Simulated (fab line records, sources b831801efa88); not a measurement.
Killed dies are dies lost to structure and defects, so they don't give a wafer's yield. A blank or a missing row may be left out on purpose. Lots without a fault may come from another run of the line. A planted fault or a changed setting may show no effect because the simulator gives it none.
One fault seen from 2 desks | flow sky130 | each desk has only its own numbers; what lay behind them comes last

THE TOOL OWNER'S DESK: pvd_sputter-03
The tool's own readings at SKY_LOCAL_INTERCONNECT_SPUTTER_00 (material TiN, target thk 100 nm, time 83.3 s): means of the sampled wafers that have a number, for each lot that ran on this tool. A lot is out of limits, marked OUT, if its mean lies more than 4 standard deviations from the usual mean; the brackets give that distance.
Columns: A = throttle_valve_pct at SKY_LOCAL_INTERCONNECT_SPUTTER_00, usual 30.9 %
lot  | first seen here | A
L829 | day 28 15:49    | 30.2
L840 | day 33 01:57    | 31.0
L843 | day 33 17:28    | 31.5
This desk's finding: nothing out of limits on any of the 3 lots.

THE METROLOGY DESK
What the gauges read, lot by lot, whatever tool the lot ran on: means of the sampled wafers that have a number. A lot is out of limits, marked OUT, if its mean lies more than 4 standard deviations from the usual mean; the brackets give that distance.
Columns: A = LOCAL_INTERCONNECT_TIN_RS at SKY_LOCAL_INTERCONNECT_RS_MEAS_01, usual 14.11 ohm/sq; B = LOCAL_INTERCONNECT_TIN_THK at SKY_LOCAL_INTERCONNECT_THK_MEAS_02, usual 101.3 nm
lot  | first seen here | A               | B
L829 | day 28 15:53    | 14.16           | 100.9
L840 | day 33 02:01    | 11.87 (-12) OUT | 131.2 (+25) OUT
L843 | day 33 17:31    | 11.93 (-12) OUT | 130.2 (+24) OUT
L847 | day 35 11:48    | 13.82           | 103.5
This desk's finding: out of limits on L840, L843; first on L840, day 33 02:01 (LOCAL_INTERCONNECT_TIN_RS at SKY_LOCAL_INTERCONNECT_RS_MEAS_01). In limits: L829, L847.

PUT TOGETHER
The metrology desk could have raised an alarm at day 33 02:01, on L840, L843.
The tool owner's desk saw nothing out of limits.
The tool owner's desk has L840, L843 on record, within its limits.
Of the lots named, all ran SKY_LOCAL_INTERCONNECT_SPUTTER_00 on pvd_sputter-03.

WHAT THE SIMULATOR HAD PUT IN
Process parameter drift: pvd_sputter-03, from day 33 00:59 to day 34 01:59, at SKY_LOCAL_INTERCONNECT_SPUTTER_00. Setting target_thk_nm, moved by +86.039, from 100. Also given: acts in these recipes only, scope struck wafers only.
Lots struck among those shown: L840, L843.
Hours from the fault's start to each desk's first reading out of limits: the metrology desk, 1.
